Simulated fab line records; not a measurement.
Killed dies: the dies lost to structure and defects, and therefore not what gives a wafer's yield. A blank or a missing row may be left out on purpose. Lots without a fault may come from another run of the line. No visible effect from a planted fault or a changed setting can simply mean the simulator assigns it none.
fab line records | flow gf180mcu
[record] lots = 6 wafers = 18 lastDay = 34
route steps=602 shown HV_LDD@200
lots that met no fault: taken from a fault-free run of the same line
startH: hours from the record's first day to the start of the lot's first wafer shown | waitH: hours from the lot's prior step to this one | " identical to the entry in the row above | L1.1+2: one row covering several wafers at once | - no value, or no start was given | * or withheld: withheld | < > ~ a bound
route shown NAME@n: a module of which the file shows steps, and the number in the route of the first | usual: mean/standard deviation of fault-free wafers | same: alike in all rows | chamber/n: place in a boat | sites: each site's reading | _std_site: the values' standard deviation | _edge_site: outer sites' mean less inner sites' | radiusMm: for every site, how far away it sits from the centre of the wafer | mask NAME#n: copy n | behind: the tool/chamber that last shaped the wafer | hold: why the lot went on hold/how many hours it stayed there/how the hold came to an end | device: the transistor (n, p or np) that didn't switch | end of line: at the end of the route, the tests of the same wafers | step lacking rows: just its recipe | killed: count of dies lost to structure and defects at first sort (not the wafer's yield) | map: a wafer's dies, marking killed ones x, the rest . and places with no die _
set.NAME: the setting as run; set.NAME@STEP: as run at that earlier step | model.NAME: the simulator's own value behind a step, which no gauge read
lots at some steps of the route; a table a step, a row a wafer
services: the hour from which a tool's chamber was out of use, counted from the record's first day as startH (under 0 if before that day), plus the number of hours and why
[[steps]]
[step GF_HV_LDD_DEHYDRATE_24]
[recipe] tempC = 200 timeS = 60
[step GF_HV_LDD_HMDS_25]
[recipe] primeTimeS = 60 primeTempC = 120
[step GF_HV_LDD_COAT_26]
[recipe] resist = NOVOLAK spinRpm = 3000 resistThkNm = 1000
[step GF_HV_LDD_SOFTBAKE_27]
[recipe] tempC = 90 timeS = 60 resist = NOVOLAK
[step GF_HV_LDD_EXPOSE_28]
[recipe] maskId = Nplus_HV_AREA targetCdNm = 400 na = 0.6 sourceShape = conventional sigmaOuter = 0.6 doseMj = 140
[step GF_HV_LDD_PEB_29]
[recipe] tempC = withheld timeS = * resist = NOVOLAK
[step GF_HV_LDD_DEVELOP_30]
[recipe] developTimeS = 60 devTempC = 23
[step GF_HV_LDD_CD_MEAS_31]
[recipe] targetCdNm = 400
[usual] cdNm = 400.1/2.4
// columns lot.wafer tool chamber startH waitH cdNm
L383.2 cdSem-02 - 267.99 0.1 404.6
L383.3 " - " " 405.3
L383.4 " - " " 404.2
L384.2 cdSem-01 - 274.42 0.1 395.3
L384.5 " - " " 397.0
L384.6 " - " " 397.6
L386.2 cdSem-02 - 292.37 0.1 398.4
L386.5 " - " " 397.9
L386.6 " - " " 398.1
L391.1 cdSem-02 - 331.23 0.1 396.9
L391.3 " - " " 397.3
L391.6 " - " " 398.1
L395.3 cdSem-01 - 363.01 0.1 399.6
L395.5 " - " " 400.0
L395.6 " - " " 399.2
L404.2 cdSem-02 - 438.39 0.1 399.0
L404.3 " - " " 398.4
L404.4 " - " " 400.2
[step GF_HV_LDD_OVL_MEAS_32]
[usual] HV_LDD_02_OVL = 0.3/1.5
// columns lot.wafer tool chamber startH waitH HV_LDD_02_OVL[nm]
L383.2 overlay-01 - 268.10 0.1 -0.7
L383.3 " - " " 0.3
L383.4 " - " " -1.2
L384.2 overlay-01 - 274.53 0.1 -0.9
L384.5 " - " " -1.9
L384.6 " - " " 1.0
L386.2 overlay-02 - 292.48 0.1 0.9
L386.5 " - " " -1.6
L386.6 " - " " -0.6
L391.1 overlay-02 - 331.35 0.1 -0.5
L391.3 " - " " 0.6
L391.6 " - " " 0.3
L395.3 overlay-02 - 363.10 0.1 -0.5
L395.5 " - " " -0.3
L395.6 " - " " 1.5
L404.2 overlay-01 - 438.50 0.1 2.6
L404.3 " - " " 0.0
L404.4 " - " " 1.4
[step GF_HV_LDD_IMPLANT_33]
[recipe] species = P energyKev = 60 doseCm2 = 7.5e+12 tiltDeg = 30 rotationDeg = 0
[step GF_HV_LDD_IMPLANT_34]
[recipe] species = P energyKev = 60 doseCm2 = 7.5e+12 tiltDeg = 30 rotationDeg = 90
[step GF_HV_LDD_IMPLANT_35]
[recipe] species = P energyKev = 60 doseCm2 = 7.5e+12 tiltDeg = 30 rotationDeg = 180
[step GF_HV_LDD_IMPLANT_36]
[recipe] species = P energyKev = 60 doseCm2 = 7.5e+12 tiltDeg = 30 rotationDeg = 270
[usual] beamEnergyKeV = 60.002/0.017 beamOnS = 9.99/0.21
// columns lot.wafer tool chamber startH waitH beamEnergyKeV beamOnS
L383.2 implanter-04 - 268.60 0.1 - -
L383.3 " - " " - -
L383.4 " - " " - -
L384.2 implanter-01 - 275.03 0.1 - -
L384.5 " - " " - -
L384.6 " - " " - -
L386.2 implanter-01 0 292.98 0.1 60.004 9.55
L386.5 " 0 " " 59.978 10.17
L386.6 " 0 " " 59.983 10.14
L391.1 implanter-01 0 331.83 0.1 60.006 10.26
L391.3 " 0 " " 60.012 10.12
L391.6 " 0 " " 59.980 9.98
L395.3 implanter-02 0 363.63 0.1 60.038 10.08
L395.5 " 0 " " 60.005 10.12
L395.6 " 0 " " 59.993 9.81
L404.2 implanter-02 0 439.00 0.1 60.008 9.81
L404.3 " 0 " " 60.005 9.84
L404.4 " 0 " " 60.020 9.83
[step GF_HV_LDD_STRIP_37]
[recipe] chemistry = O2/N2 powerW = 1400 pressureMtorr = 1500 platenTempC = 250 o2FlowSccm = 3000 n2FlowSccm = 300 overashFraction = 0.5
[usual] drypumpMotorCurrentA = 5.6/0.53 heaterPowerW = 348/44 o2FlowSccm = 3000/8.8 oesProductAu = 0.716/0.0043 stripTimeToEndpointS = 12.65/0.035
// columns lot.wafer tool chamber startH waitH drypumpMotorCurrentA heaterPowerW o2FlowSccm oesProductAu rfHoursCounterH stripTimeToEndpointS
L383.2 plasmaAsher-02 1 268.73 0.1 5.7 294 3013 0.719 60 12.62
L383.3 " 0 " " 5.1 383 2999 0.719 - 12.61
L383.4 " 1 " " 5.7 296 3008 0.715 - 12.60
L384.2 plasmaAsher-04 0 275.16 0.1 6.1 392 3000 0.709 60 12.67
L384.5 " 0 " " 6.1 394 3001 0.713 - 12.66
L384.6 " 1 " " 6.6 403 2998 0.714 - 12.65
L386.2 plasmaAsher-04 0 293.11 0.1 6.1 405 2997 0.714 61 12.69
L386.5 " 1 " " 6.6 387 3002 0.711 - 12.71
L386.6 " 0 " " 6.1 392 2997 0.718 - 12.71
L391.1 plasmaAsher-04 1 331.98 0.1 6.6 390 2987 0.718 65 12.66
L391.3 " 0 " " 6.1 398 2997 0.705 - 12.59
L391.6 " 0 " " 6.1 393 3008 0.722 - 12.64
L395.3 plasmaAsher-03 1 363.76 0.1 4.9 299 2986 0.716 - 12.62
L395.5 " 1 " " 4.9 297 2997 0.720 - 12.63
L395.6 " 0 " " 5.6 329 2997 0.712 - 12.61
L404.2 plasmaAsher-03 0 439.13 0.1 5.6 325 3008 0.718 38 12.64
L404.3 " 1 " " 4.9 287 2989 0.716 - 12.65
L404.4 " 0 " " 5.6 330 3004 0.717 - 12.64
[step GF_HV_LDD_TW_MEAS_38]
[usual] HV_LDD_3_TW = 1440/17
// columns lot.wafer tool chamber startH waitH HV_LDD_3_TW
L383.2 filmMetro-03 - 268.84 0.1 1299
L383.3 " - " " 1307
L383.4 " - " " 1303
L384.2 filmMetro-03 - 275.27 0.1 1310
L384.5 " - " " 1304
L384.6 " - " " 1297
L386.2 filmMetro-04 - 293.22 0.1 1425
L386.5 " - " " 1422
L386.6 " - " " 1429
L391.1 filmMetro-04 - 332.08 0.1 1427
L391.3 " - " " 1427
L391.6 " - " " 1431
L395.3 filmMetro-03 - 363.85 0.1 1421
L395.5 " - " " 1424
L395.6 " - " " 1422
L404.2 filmMetro-02 - 439.24 0.1 1461
L404.3 " - " " 1462
L404.4 " - " " 1462
[step GF_HV_LDD_DEHYDRATE_39]
[recipe] tempC = 200 timeS = 60
[step GF_HV_LDD_HMDS_40]
[recipe] primeTimeS = 60 primeTempC = 120
[step GF_HV_LDD_COAT_41]
[recipe] resist = NOVOLAK spinRpm = 3000 resistThkNm = 1000
[step GF_HV_LDD_SOFTBAKE_42]
[recipe] tempC = 89.37 timeS = 60 resist = NOVOLAK
[step GF_HV_LDD_EXPOSE_43]
[recipe] maskId = Pplus_HV_AREA targetCdNm = 400 na = 0.6 sourceShape = conventional sigmaOuter = 0.6 doseMj = 140
[step GF_HV_LDD_PEB_44]
[recipe] tempC = withheld timeS = * resist = NOVOLAK
[step GF_HV_LDD_DEVELOP_45]
[recipe] developTimeS = 60 devTempC = 23
[step GF_HV_LDD_CD_MEAS_46]
[recipe] targetCdNm = 400
[usual] cdNm = 400.8/2.6
// columns lot.wafer tool chamber startH waitH cdNm
L383.2 cdSem-01 - 288.30 0.1 396.9
L383.3 " - " " 396.0
L383.4 " - " " 400.2
L384.2 cdSem-01 - 294.97 0.1 404.9
L384.5 " - " " 403.9
L384.6 " - " " 401.6
L386.2 cdSem-02 - 313.37 0.1 402.6
L386.5 " - " " 401.1
L386.6 " - " " 401.8
L391.1 cdSem-01 - 352.93 0.1 402.6
L391.3 " - " " 402.5
L391.6 " - " " 404.3
L395.3 cdSem-02 - 386.51 0.1 397.5
L395.5 " - " " 399.3
L395.6 " - " " 396.7
L404.2 cdSem-02 - 463.52 0.1 401.8
L404.3 " - " " 403.3
L404.4 " - " " 401.6
[step GF_HV_LDD_OVL_MEAS_47]
[usual] HV_LDD_03_OVL = -1.0/1.4
// columns lot.wafer tool chamber startH waitH HV_LDD_03_OVL[nm]
L383.2 overlay-02 - 288.40 0.1 -0.8
L383.3 " - " " 0.1
L383.4 " - " " 0.5
L384.2 overlay-02 - 295.08 0.1 -0.2
L384.5 " - " " -0.2
L384.6 " - " " 0.7
L386.2 overlay-01 - 313.48 0.1 -1.0
L386.5 " - " " -1.5
L386.6 " - " " -1.2
L391.1 overlay-01 - 353.05 0.1 0.6
L391.3 " - " " 1.4
L391.6 " - " " 0.1
L395.3 overlay-02 - 386.60 0.1 -1.3
L395.5 " - " " -0.4
L395.6 " - " " -0.3
L404.2 overlay-02 - 463.63 0.1 -0.9
L404.3 " - " " -1.9
L404.4 " - " " 1.8
[step GF_HV_LDD_IMPLANT_48]
[recipe] species = B energyKev = 25 doseCm2 = 3e+13 tiltDeg = 7
[step GF_HV_LDD_STRIP_49]
[recipe] chemistry = O2/N2 powerW = 1400 pressureMtorr = 1500 platenTempC = 250 o2FlowSccm = 3000 n2FlowSccm = 300 overashFraction = 0.5
[usual] drypumpMotorCurrentA = 5.6/0.52 heaterPowerW = 347/44 o2FlowSccm = 3002/9.8 oesProductAu = 0.716/0.004 stripTimeToEndpointS = 12.68/0.035
// columns lot.wafer tool chamber startH waitH drypumpMotorCurrentA heaterPowerW o2FlowSccm oesProductAu rfHoursCounterH stripTimeToEndpointS
L383.2 plasmaAsher-04 0 288.58 0.1 6.1 400 2999 0.716 61 12.65
L383.3 " 0 " " 6.1 402 2995 0.718 - 12.65
L383.4 " 1 " " 6.5 389 2990 0.717 - 12.65
L384.2 plasmaAsher-03 1 295.26 0.1 4.9 283 2987 0.719 22 12.74
L384.5 " 1 " " 4.9 292 2985 0.712 - 12.69
L384.6 " 0 " " 5.7 318 2988 0.713 - 12.66
L386.2 plasmaAsher-02 0 313.66 0.1 5.1 381 2991 0.715 65 12.70
L386.5 " 0 " " 5.1 382 2994 0.718 - 12.63
L386.6 " 1 " " 5.7 309 2996 0.710 - 12.66
L391.1 plasmaAsher-02 0 353.24 0.1 5.1 385 3010 0.709 69 12.64
L391.3 " 1 " " 5.7 301 2992 0.714 - 12.62
L391.6 " 0 " " 5.1 394 3014 0.713 - 12.66
L395.3 plasmaAsher-03 0 386.81 0.1 5.6 316 3008 0.719 - 12.76
L395.5 " 1 " " 4.9 298 3005 0.718 - 12.73
L395.6 " 0 " " 5.6 321 2990 0.722 - 12.71
L404.2 plasmaAsher-02 0 463.81 0.1 5.1 379 3001 0.722 4 12.65
L404.3 " 0 " " 5.1 374 2991 0.717 - 12.67
L404.4 " 1 " " 5.7 314 2987 0.715 - 12.71
[step GF_HV_LDD_TW_MEAS_50]
[usual] HV_LDD_4_TW = 571/7.3
// columns lot.wafer tool chamber startH waitH HV_LDD_4_TW
L383.2 filmMetro-03 - 288.69 0.1 559
L383.3 " - " " 564
L383.4 " - " " 564
L384.2 filmMetro-03 - 295.37 0.1 563
L384.5 " - " " 562
L384.6 " - " " 564
L386.2 filmMetro-03 - 313.77 0.1 563
L386.5 " - " " 566
L386.6 " - " " 563
L391.1 filmMetro-02 - 353.34 0.1 580
L391.3 " - " " 580
L391.6 " - " " 579
L395.3 filmMetro-02 - 386.90 0.1 576
L395.5 " - " " 583
L395.6 " - " " 578
L404.2 filmMetro-04 - 463.92 0.1 571
L404.3 " - " " 569
L404.4 " - " " 570
[step GF_HV_LDD_CLEAN_51]
[recipe] chemistry = SC1/SC2 mix = 1:4:20 tempC = 70 timeS = 150 dry = n2Spin
[step GF_HV_LDD_RTA_52]
[recipe] tempC = 1000 timeS = 10 ambient = N2
[usual] annealTempCMax = 1004.5/0.8 chamberO2Ppm = 1.999/0.022 lampPowerPct = 30.7/2.7 wafer_temp_C_max = 1006.2/1.4
// columns lot.wafer tool chamber startH waitH annealTempCMax chamberO2Ppm lampPowerPct wafer_temp_C_max
L383.2 rtpAnneal-01 0 288.80 0.0 1002.8 1.992 28.4 1004.4
L383.3 " 0 " " 1004.8 1.988 28.4 1005.8
L383.4 " 0 " " 1003.8 1.963 28.4 1006.3
L384.2 rtpAnneal-02 0 295.48 0.0 1004.0 2.008 33.9 1008.2
L384.5 " 0 " " 1005.5 2.044 34.0 1007.0
L384.6 " 0 " " 1005.1 2.007 33.9 1006.4
L386.2 rtpAnneal-01 0 313.88 0.0 1004.6 1.941 28.4 1005.6
L386.5 " 0 " " 1004.7 1.965 28.4 1006.6
L386.6 " 0 " " 1004.0 1.992 28.4 1004.1
L391.1 rtpAnneal-01 0 353.53 0.0 1004.5 1.971 28.4 1009.2
L391.3 " 0 " " 1003.5 1.983 28.4 1005.6
L391.6 " 0 " " 1005.3 1.978 28.4 1004.3
L395.3 rtpAnneal-01 0 387.01 0.0 1004.5 2.033 28.4 1004.8
L395.5 " 0 " " 1004.0 2.017 28.4 1005.7
L395.6 " 0 " " 1004.1 2.000 28.4 1003.0
L404.2 rtpAnneal-01 0 464.03 0.0 1003.3 1.995 28.3 1006.2
L404.3 " 0 " " 1003.9 2.008 28.4 1005.7
L404.4 " 0 " " 1004.7 2.000 28.3 1007.2
[step GF_HV_LDD_RS_MEAS_53]
[recipe] thkMeasGauge = four-point-probe
[usual] HV_LDD_RS = 418.1/0.86
// columns lot.wafer tool chamber startH waitH HV_LDD_RS[ohm/sq]
L383.2 filmMetro-04 - 288.88 0.1 438.0
L383.3 " - " " 437.6
L383.4 " - " " 438.2
L384.2 filmMetro-03 - 295.56 0.1 437.7
L384.5 " - " " 439.6
L384.6 " - " " 440.1
L386.2 filmMetro-03 - 313.95 0.1 417.0
L386.5 " - " " 416.7
L386.6 " - " " 418.0
L391.1 filmMetro-03 - 353.59 0.1 417.9
L391.3 " - " " 419.5
L391.6 " - " " 418.3
L395.3 filmMetro-04 - 387.09 0.1 418.2
L395.5 " - " " 418.7
L395.6 " - " " 418.2
L404.2 filmMetro-03 - 464.10 0.1 416.9
L404.3 " - " " 416.5
L404.4 " - " " 416.2
[step GF_HV_LDD_CVD_54]
[recipe] material = SiO2 targetThkNm = 10 precursor = TEOS tempC = 680 timeS = 75 pressureMtorr = 400
[[services]]
// columns tool chamber startH hours kind
rtpAnneal-02 - 252.70 0.8 pm
implanter-04 - 258.47 4.1 pm
plasmaAsher-04 - 277.98 1.9 repair
implanter-02 - 318.39 4.4 pm
implanter-04 - 322.40 107.9 pm
plasmaAsher-04 - 406.50 2.8 pm
plasmaAsher-04 - 412.33 1.9 repair
plasmaAsher-02 - 421.25 9.0 pm
plasmaAsher-02 0 421.25 9.0 ventCycle
plasmaAsher-02 1 421.25 9.0 ventCycle
plasmaAsher-02 0 430.25 - clean
plasmaAsher-02 1 430.25 - clean
[[key]]
[firstSign] step = GF_HV_LDD_IMPLANT_36 reading = toolRecord direction = missing
[effect] step = GF_HV_LDD_TW_MEAS_38 reading = HV_LDD_3_TW direction = down sigmas = 7.9 usual = 1440 struck = 1303
[effect] step = GF_HV_LDD_RS_MEAS_53 reading = HV_LDD_RS direction = up sigmas = 24 usual = 418.1 struck = 438.5
metAt GF_HV_LDD_IMPLANT_36
struckWafers L383.2,L383.3,L383.4,L384.2,L384.5,L384.6
laterRowsLeftOut L383.2,L383.3,L383.4,L384.2,L384.5,L384.6
sortLeftOut L383.2,L383.3,L383.4,L384.2,L384.5,L384.6
testerLeftOut L383,L384
[fault] kind = skippedStepWhole tool = implanter-01,implanter-04 chamber = - onsetH = 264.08 steps = GF_HV_LDD_IMPLANT_36 scope = struckLotsOnly
// testerLeftOut: of these lots the tester's yield and bins aren't shown, on N5 and GAA mostly nor the transistor test; their killed dies are dies lost to structure and defects alone, not to doping, threshold or leakage, so they don't give the yield
// sortLeftOut: the simulated sort isn't trusted on such a fault, so these wafers' sort isn't shown, and their yield isn't known
// laterRowsLeftOut: the simulator's readings of these wafers behind a module that went badly wrong aren't trusted and aren't shown, but for the sort
